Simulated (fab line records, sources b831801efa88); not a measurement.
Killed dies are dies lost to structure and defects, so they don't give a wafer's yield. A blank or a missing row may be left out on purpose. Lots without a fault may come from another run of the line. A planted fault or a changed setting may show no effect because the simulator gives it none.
Which tool did it? | flow gf180mcu | 6 lots, 18 wafers sampled, at 2 steps of a route of 602

WHAT THE GAUGES READ, wafer by wafer
GF_V1_THK_MEAS_03.
lot  | measured     | on            | V1_CVD_02_THK (nm)
L738 | day 17 22:08 | film_metro-01 | 828 826 849
L741 | day 19 03:03 | film_metro-01 | 847 860 853
L746 | day 20 19:09 | film_metro-02 | 842 858 863
L749 | day 22 03:07 | film_metro-04 | 854 866 864
L757 | day 24 08:11 | film_metro-01 | 1165 1153 1176
L759 | day 25 09:50 | film_metro-01 | 844 860 849

WHICH TOOL RAN EACH LOT (tool, then ch and the chambers of the sampled wafers, then the start)
lot  | GF_V1_CVD_02
L738 | pecvd-01 ch 0,2, day 17 22:04
L741 | pecvd-01 ch 0,1,2, day 19 02:58
L746 | pecvd-01 ch 0,1, day 20 19:05
L749 | pecvd-03 ch 0,2, day 22 03:02
L757 | pecvd-03 ch 1,2, day 24 08:07
L759 | pecvd-02 ch 0,1,2, day 25 09:45
- GF_V1_CVD_02: deposits SiO2 from TEOS, target thk 850 nm, time 94.851 s.

THE ANSWER, worked out from the rows above alone
Rule: what is usual is taken from the lots themselves. Put in order of their means at a reading, lots are off if they are a third of the lots or fewer, leave a main group of 4 or more, and stand apart from it by a gap of 3 or more times the standard deviation of the main group's means; of several such gaps the widest counts. A main group whose means are all the same, to the digits that the tables above print for the reading, isn't used. A lot without any number at a reading at which 4 lots or more have one is off too. The other lots that the step has rows for count as sound.
Off: L757, at GF_V1_THK_MEAS_03 (V1_CVD_02_THK). The main group: mean 851 nm, standard deviation 9.
A tool fits if, at a process step before that reading, it ran every lot that is off, and no sound lot after the first of them. The gauges at GF_V1_THK_MEAS_03 are tried like those tools. One fits: pecvd-03 at GF_V1_CVD_02. Its last sound lot is L749 (day 22 03:02), its first lot that is off L757 (day 24 08:07): a fault that began between those two fits.

WHAT THE SIMULATOR HAD PUT IN
Process parameter drift: pecvd-03, from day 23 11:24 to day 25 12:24, at GF_V1_CVD_02. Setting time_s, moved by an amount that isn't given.
Lots struck among those shown: L757. The rule above found the same.
